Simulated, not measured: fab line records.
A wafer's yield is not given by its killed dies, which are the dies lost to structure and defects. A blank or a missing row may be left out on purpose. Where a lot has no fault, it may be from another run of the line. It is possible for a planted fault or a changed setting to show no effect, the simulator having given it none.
fab line records	flow sky130
[record] lots = 12	wafers = 36	lastDay = 50
route steps=708 shown FIELD_ISO@11 PWDE@54 VT_ADJUST_HVTP@96 VT_ADJUST_NCORE@130 PAD_OPEN@708
lots with no fault: from the same line, run without faults
startH: start of the lot's first displayed wafer, in hours after the record's first day	waitH: hours elapsed since this lot's preceding step	" the same as in the row above	L1.1+2: a row that stands for several wafers	- no value, or no start was given	* or withheld: withheld	< > ~ a bound
route shown NAME@n: a module of which the file shows steps, and the number in the route of the first	usual: mean and standard deviation over wafers with no fault	same: alike in all rows	chamber/n: place in a boat	sites: readings site by site	_std_site: the standard deviation of these	_edge_site: inner sites' mean taken away from outer sites' mean	radiusMm: for every site, how far away it sits from the centre of the wafer	mask NAME#n: copy n	behind: the most recent tool/chamber to have shaped the wafer	hold: the reason the lot was held/the length of the hold in hours/how it ended	device: the transistor (n, p or np) that didn't switch	end of line: tests run on the same wafers once the route is complete	step lacking rows: just its recipe	killed: the dies lost at the first sort to structure and to defects; this is not the yield of the wafer	map: shows each die of a wafer: x if killed, . if not, _ if none is there
set.NAME: the setting as run; set.NAME@STEP: as run at that earlier step	model.NAME: the simulator's own value behind a step, which no gauge read
the route's steps for a sample of lots (tables are steps, rows are wafers)
services: from which hour (startH, from the record's first day; less than 0 if before it) a tool's chamber was out of use, for how many hours, and why
[[steps]]
[step SKY_FIELD_ISO_EXPOSE_10]
[recipe] maskId = FOM	na = 0.68	sourceShape = annular	sigmaInner = 0.4	sigmaOuter = 0.8	targetCdNm = 150	doseMj = 28
[usual] stageVelMmS = 500.02/0.26
[same] sigmaOuter = 0.8
lot.wafer	tool	chamber	startH	waitH	mask	stageVelMmS
L767.3	krfScanner-01	0	25.54	-	FOM#0	500.03
L767.4	"	0	"	"	FOM#0	500.13
L767.6	"	0	"	"	FOM#0	500.02
L768.3	krfScanner-01	0	27.08	-	FOM#0	499.97
L768.4	"	0	"	"	FOM#0	499.48
L768.6	"	0	"	"	FOM#0	499.74
L770.1	krfScanner-02	0	38.06	-	FOM#0	500.08
L770.2	"	0	"	"	FOM#0	499.96
L770.3	"	0	"	"	FOM#0	499.72
L769.3	krfScanner-02	0	38.22	-	FOM#0	499.86
L769.4	"	0	"	"	FOM#0	499.83
L769.5	"	0	"	"	FOM#0	499.97
L772.1	krfScanner-02	0	45.41	-	FOM#0	499.99
L772.3	"	0	"	"	FOM#0	499.79
L772.4	"	0	"	"	FOM#0	499.88
L771.3	krfScanner-02	0	45.59	-	FOM#0	499.95
L771.5	"	0	"	"	FOM#0	500.04
L771.6	"	0	"	"	FOM#0	500.16
L773.2	krfScanner-01	0	53.28	-	FOM#0	500.26
L773.4	"	0	"	"	FOM#0	499.85
L773.5	"	0	"	"	FOM#0	499.60
L775.1	krfScanner-01	0	62.76	-	FOM#0	500.02
L775.4	"	0	"	"	FOM#0	500.15
L775.5	"	0	"	"	FOM#0	500.34
L777.1	krfScanner-01	0	72.67	-	FOM#0	499.53
L777.4	"	0	"	"	FOM#0	499.71
L777.6	"	0	"	"	FOM#0	499.75
L780.2	krfScanner-01	0	89.41	-	FOM#0	499.95
L780.4	"	0	"	"	FOM#0	500.13
L780.6	"	0	"	"	FOM#0	500.48
L788.2	krfScanner-02	0	130.19	-	FOM#0	499.50
L788.4	"	0	"	"	FOM#0	499.61
L788.5	"	0	"	"	FOM#0	499.98
L790.1	krfScanner-01	0	138.36	-	FOM#0	499.78
L790.4	"	0	"	"	FOM#0	500.04
L790.5	"	0	"	"	FOM#0	500.01
[step SKY_FIELD_ISO_CD_MEAS_13]
[recipe] targetCdNm = 150
[usual] cdNm = 149.8/1.4
lot.wafer	tool	chamber	startH	waitH	cdNm
L767.3	cdSem-01	-	31.25	-	152.0
L767.4	"	-	"	"	151.4
L767.6	"	-	"	"	152.1
L768.3	cdSem-01	-	32.78	-	148.3
L768.4	"	-	"	"	147.8
L768.6	"	-	"	"	147.8
L770.1	cdSem-02	-	44.44	-	150.9
L770.2	"	-	"	"	151.9
L770.3	"	-	"	"	150.9
L769.3	cdSem-02	-	44.65	-	149.6
L769.4	"	-	"	"	149.2
L769.5	"	-	"	"	148.8
L772.1	cdSem-02	-	52.34	-	149.3
L772.3	"	-	"	"	149.2
L772.4	"	-	"	"	149.8
L771.3	cdSem-01	-	52.54	-	152.5
L771.5	"	-	"	"	150.7
L771.6	"	-	"	"	149.6
L773.2	cdSem-01	-	60.56	-	148.5
L773.4	"	-	"	"	148.7
L773.5	"	-	"	"	149.4
L775.1	cdSem-01	-	70.96	-	150.2
L775.4	"	-	"	"	149.7
L775.5	"	-	"	"	150.1
L777.1	cdSem-01	-	80.79	-	151.2
L777.4	"	-	"	"	151.1
L777.6	"	-	"	"	95.9
L780.2	cdSem-01	-	98.16	-	93.2
L780.4	"	-	"	"	148.5
L780.6	"	-	"	"	91.9
L788.2	cdSem-01	-	139.98	-	150.6
L788.4	"	-	"	"	150.6
L788.5	"	-	"	"	150.3
L790.1	cdSem-01	-	147.00	-	147.2
L790.4	"	-	"	"	146.6
L790.5	"	-	"	"	147.9
[step SKY_PWDE_STRIP_09]
[recipe] chemistry = O2/N2	powerW = 1400	pressureMtorr = 1500	platenTempC = withheld	o2FlowSccm = 3000	n2FlowSccm = 300	overashFraction = 0.5
[usual] drypumpMotorCurrentA = 5.87/0.15	oesProductAu = 0.723/0.0042	stripTimeToEndpointS = 36.90/0.077
lot.wafer	tool	chamber	startH	waitH	drypumpMotorCurrentA	oesProductAu	rfHoursCounterH	stripTimeToEndpointS
L768.3	plasmaAsher-02	1	78.56	0.1	5.75	0.726	-	36.80
L768.4	"	0	"	"	5.84	0.727	-	36.73
L768.6	"	1	"	"	5.71	0.727	-	36.88
L767.3	plasmaAsher-04	0	78.78	0.1	5.75	0.724	-	36.78
L767.4	"	1	"	"	6.03	0.723	-	36.72
L767.6	"	1	"	"	6.04	0.728	-	36.88
L769.3	plasmaAsher-02	1	86.51	0.1	5.74	0.721	-	37.08
L769.4	"	0	"	"	5.83	0.717	-	37.04
L769.5	"	1	"	"	5.74	0.715	-	36.94
L770.1	plasmaAsher-04	1	86.83	0.1	6.05	0.717	26	36.98
L770.2	"	0	"	"	5.77	0.722	26	37.02
L770.3	"	0	"	"	5.75	0.723	-	37.04
L771.3	plasmaAsher-01	0	92.03	0.1	5.92	0.724	-	36.99
L771.5	"	1	"	"	6.22	0.720	-	36.94
L771.6	"	0	"	"	5.95	0.725	-	36.97
L772.1	plasmaAsher-02	0	92.35	0.1	5.85	0.726	39	36.87
L772.3	"	0	"	"	5.84	0.715	-	36.84
L772.4	"	1	"	"	5.78	0.717	-	36.91
L773.2	plasmaAsher-02	0	103.70	0.1	5.83	0.724	40	36.90
L773.4	"	0	"	"	5.85	0.718	-	36.88
L773.5	"	0	"	"	5.85	0.727	-	36.94
L775.1	plasmaAsher-04	1	112.08	0.2	6.04	0.725	29	36.90
L775.4	"	1	"	"	6.07	0.726	-	36.80
L775.5	"	0	"	"	5.75	0.726	-	36.79
L777.1	plasmaAsher-02	0	125.38	0.1	5.83	0.723	0	36.92
L777.4	"	1	"	"	5.72	0.718	-	36.96
L780.4	plasmaAsher-01	0	142.12	0.1	5.90	0.720	-	36.85
L788.2	plasmaAsher-01	1	186.43	0.1	6.22	0.726	50	36.83
L788.4	"	0	"	"	5.92	0.715	-	36.89
L788.5	"	1	"	"	6.21	0.720	-	36.90
L790.1	plasmaAsher-01	1	194.20	0.1	6.22	0.730	51	36.89
L790.4	"	1	"	"	6.23	0.719	-	36.93
L790.5	"	1	"	"	6.22	0.718	-	36.90
[step SKY_VT_ADJUST_HVTP_TW_MEAS_11]
[usual] VT_ADJUST_HVTP_TW = 1362/6.5
lot.wafer	tool	chamber	startH	waitH	VT_ADJUST_HVTP_TW
L768.3	filmMetro-01	-	133.82	0.1	1375
L768.4	"	-	"	"	1372
L768.6	"	-	"	"	1373
L767.3	filmMetro-03	-	134.29	0.1	1363
L767.4	"	-	"	"	1369
L767.6	"	-	"	"	1362
L769.3	filmMetro-01	-	142.62	0.1	1370
L769.4	"	-	"	"	1366
L769.5	"	-	"	"	1359
L770.1	filmMetro-03	-	142.90	0.1	1371
L770.2	"	-	"	"	1371
L770.3	"	-	"	"	1362
L771.3	filmMetro-03	-	148.37	0.1	1359
L771.5	"	-	"	"	1354
L771.6	"	-	"	"	1359
L772.1	filmMetro-03	-	149.42	0.1	1357
L772.3	"	-	"	"	1360
L772.4	"	-	"	"	1352
L773.2	filmMetro-03	-	161.50	0.1	1356
L773.4	"	-	"	"	1351
L773.5	"	-	"	"	1357
L775.1	filmMetro-01	-	170.79	0.1	1360
L775.4	"	-	"	"	1363
L775.5	"	-	"	"	1365
L777.1	filmMetro-03	-	186.75	0.1	1362
L777.4	"	-	"	"	1359
L780.4	filmMetro-01	-	203.92	0.1	1366
L788.2	filmMetro-03	-	256.53	0.1	1361
L788.4	"	-	"	"	1352
L788.5	"	-	"	"	1355
L790.1	filmMetro-01	-	264.37	0.1	1351
L790.4	"	-	"	"	1355
L790.5	"	-	"	"	1354
[step SKY_VT_ADJUST_NCORE_TW_MEAS_11]
[usual] VT_ADJUST_NCORE_TW = 218.2/1.5
lot.wafer	tool	chamber	startH	waitH	VT_ADJUST_NCORE_TW
L768.3	filmMetro-02	-	193.97	0.1	216.8
L768.4	"	-	"	"	216.3
L768.6	"	-	"	"	216.9
L767.3	filmMetro-02	-	195.54	0.1	216.3
L767.4	"	-	"	"	217.0
L767.6	"	-	"	"	216.9
L769.3	filmMetro-02	-	203.92	0.1	217.0
L769.4	"	-	"	"	215.5
L769.5	"	-	"	"	217.1
L770.1	filmMetro-02	-	204.40	0.1	217.6
L770.2	"	-	"	"	216.7
L770.3	"	-	"	"	217.1
L771.3	filmMetro-02	-	210.88	0.1	217.2
L771.5	"	-	"	"	216.7
L771.6	"	-	"	"	217.0
L772.1	filmMetro-02	-	211.55	0.1	216.0
L772.3	"	-	"	"	216.9
L772.4	"	-	"	"	217.2
L773.2	filmMetro-01	-	226.21	0.1	220.2
L773.4	"	-	"	"	221.7
L773.5	"	-	"	"	220.1
L775.1	filmMetro-02	-	235.80	0.1	218.3
L775.4	"	-	"	"	218.9
L775.5	"	-	"	"	219.5
L777.1	filmMetro-01	-	255.95	0.1	219.8
L777.4	"	-	"	"	219.9
L780.4	filmMetro-01	-	271.80	0.1	219.2
L788.2	filmMetro-02	-	331.98	0.1	217.4
L788.4	"	-	"	"	215.6
L788.5	"	-	"	"	215.0
L790.1	filmMetro-01	-	339.95	0.1	218.5
L790.4	"	-	"	"	219.3
L790.5	"	-	"	"	218.3
[step SKY_PAD_OPEN_PROBE_99]
[usual] killed_at_M0_to_M3 = 43/7.3	killed_at_M4_up = 3.1/1.7	killedAtContacts = 25/5.3	killedAtFrontEnd = 15/4.3	killedAtOther = 0.2/0.54	killedDies = 87/10	killedOnRim = 17/3.9	killedOpen = 48/7.6	killedShort = 38/6.1
[same] grossDies = 492	killedAtBackSide = 0
lot.wafer	tool	chamber	startH	waitH	killed_at_M0_to_M3	killed_at_M4_up	killedAtContacts	killedAtFrontEnd	killedAtOther	killedDies	killedOnRim	killedOpen	killedShort
L777.1	prober-01	-	1145.53	0.1	38	1	24	11	0	74	11	49	25
L777.4	prober-01	-	1145.68	0.2	32	2	22	20	2	78	22	48	30
L777.6	prober-01	-	1145.78	0.2	53	2	18	419	0	492	96	47	42
L780.2	prober-01	-	1151.89	0.1	33	4	23	432	0	492	96	42	38
L780.4	prober-01	-	1151.99	0.2	35	2	22	25	0	84	19	39	45
L780.6	prober-01	-	1152.09	0.2	40	1	23	428	0	492	96	55	26
L788.2	prober-01	-	1192.96	0.1	45	3	34	24	0	106	22	65	38
L788.4	prober-01	-	1193.06	0.2	43	3	30	16	1	93	20	53	40
L788.5	prober-01	-	1193.11	0.2	50	7	27	11	0	95	16	48	45
// killed by level:class
L777.1 VIA1:geometricParticle:open=11 CONTACT:geometricParticle:open=10 METAL2:geometricParticle:short=8 LI_CONTACT:geometricParticle:open=6 VIA2:geometricParticle:open=6 VIA3:geometricParticle:open=6 FIELD_ISO:geometricParticle:open=5 CONTACT:geometricParticle:short=4
L777.4 CONTACT:geometricParticle:open=9 VIA1:geometricParticle:open=7 FIELD_ISO:geometricParticle:open=6 VIA3:geometricParticle:open=6 POLY_GATE:geometricParticle:short=5 LI_CONTACT:geometricParticle:open=5 METAL1:geometricParticle:short=4 POLY_GATE:geometricParticle:open=3
L777.6 FIELD_ISO:areaExpose=403 VIA3:geometricParticle:open=13 FIELD_ISO:geometricParticle:open=8 METAL1:geometricParticle:short=7 VIA1:geometricParticle:open=7 METAL2:geometricParticle:short=6 POLY_GATE:geometricParticle:short=5 LI_CONTACT:geometricParticle:open=5
L780.2 FIELD_ISO:areaExpose=412 CONTACT:geometricParticle:open=11 VIA1:geometricParticle:open=8 FIELD_ISO:geometricParticle:open=5 POLY_GATE:geometricParticle:short=5 METAL1:geometricParticle:short=5 VIA1:geometricParticle:short=5 LI_CONTACT:geometricParticle:open=4
L780.4 VIA3:geometricParticle:open=10 POLY_GATE:geometricParticle:short=8 CONTACT:geometricParticle:short=8 CONTACT:geometricParticle:open=7 FIELD_ISO:geometricParticle:short=5 POLY_GATE:geometricParticle:open=5 VIA1:geometricParticle:short=5 VIA2:geometricParticle:open=4
L780.6 FIELD_ISO:areaExpose=411 VIA1:geometricParticle:open=10 CONTACT:geometricParticle:open=10 VIA3:geometricParticle:open=9 METAL1:geometricParticle:short=8 POLY_GATE:geometricParticle:open=6 VIA2:geometricParticle:open=6 LI_CONTACT:geometricParticle:open=5
L788.2 CONTACT:geometricParticle:open=14 VIA1:geometricParticle:open=13 CONTACT:geometricParticle:short=9 LI_CONTACT:geometricParticle:open=7 VIA2:geometricParticle:open=7 SPACER:geometricParticle:open=5 VIA3:geometricParticle:short=5 FIELD_ISO:geometricParticle:short=4
L788.4 CONTACT:geometricParticle:open=11 VIA2:geometricParticle:open=11 LI_CONTACT:geometricParticle:open=9 VIA1:geometricParticle:open=7 FIELD_ISO:geometricParticle:short=5 METAL1:geometricParticle:short=5 METAL3:geometricParticle:short=5 FIELD_ISO:geometricParticle:open=4
L788.5 VIA1:geometricParticle:open=14 CONTACT:geometricParticle:short=10 CONTACT:geometricParticle:open=9 METAL2:geometricParticle:short=8 LI_CONTACT:geometricParticle:open=6 VIA2:geometricParticle:open=6 METAL1:geometricParticle:short=5 METAL3:geometricParticle:short=5
[[services]]
tool	chamber	startH	hours	kind
krfScanner-01	0	5.68	-	calibration
krfScanner-02	-	8.72	3.6	pm
krfScanner-02	-	12.28	0.8	pm
krfScanner-01	-	24.41	0.8	pm
krfScanner-02	0	29.77	-	calibration
krfScanner-01	-	32.23	20.4	repair
plasmaAsher-04	-	37.00	2.8	pm
krfScanner-02	-	52.61	1.0	pm
krfScanner-01	-	63.79	1.0	pm
plasmaAsher-01	-	72.54	1.5	repair
krfScanner-02	-	94.05	4.0	pm
plasmaAsher-02	-	108.75	9.0	pm
plasmaAsher-02	0	108.75	9.0	ventCycle
plasmaAsher-02	1	108.75	9.0	ventCycle
plasmaAsher-02	0	117.75	-	clean
plasmaAsher-02	1	117.75	-	clean
krfScanner-02	-	121.91	1.3	pm
krfScanner-02	-	127.17	0.4	repair
krfScanner-01	-	131.24	1.3	pm
krfScanner-01	-	167.55	1.7	repair
krfScanner-01	0	173.68	-	calibration
krfScanner-02	-	180.07	0.8	pm
plasmaAsher-02	-	185.82	7.5	repair
krfScanner-01	-	193.21	0.8	pm
[[key]]
[firstSign] step = SKY_FIELD_ISO_CD_MEAS_13	reading = cdNm	direction = down	sigmas = 39	usual = 149.8	struck = 93.7
[effect] step = SKY_PAD_OPEN_PROBE_99	reading = killedAtFrontEnd	direction = up	sigmas = 96	usual = 15	struck = 426
[moreKillsBornAt] SKY_FIELD_ISO_EXPOSE_10@krfScanner-01 = 1226
metAt SKY_FIELD_ISO_EXPOSE_10
struckLots L777,L780
struckWafers L777.6,L780.2,L780.6
laterRowsLeftOut L777.6,L780.2,L780.6
testerLeftOut L777,L780
notActingAt SKY_PWDE_STRIP_09,SKY_VT_ADJUST_HVTP_TW_MEAS_11,SKY_VT_ADJUST_NCORE_TW_MEAS_11
onsetBetween 62.76 72.67
[fault] kind = processParameterDrift	tool = krfScanner-01	chamber = -	onsetH = 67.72	steps = SKY_FIELD_ISO_EXPOSE_10	channel = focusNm	offset = 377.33	shape = step	endH = 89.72	scope = struckWafersOnly
// testerLeftOut: of these lots the tester's yield and bins aren't shown, on N5 and GAA mostly nor the transistor test; their killed dies are dies lost to structure and defects alone, not to doping, threshold or leakage, so they don't give the yield
// laterRowsLeftOut: the simulator's readings of these wafers behind a module that went badly wrong aren't trusted and aren't shown, but for the sort
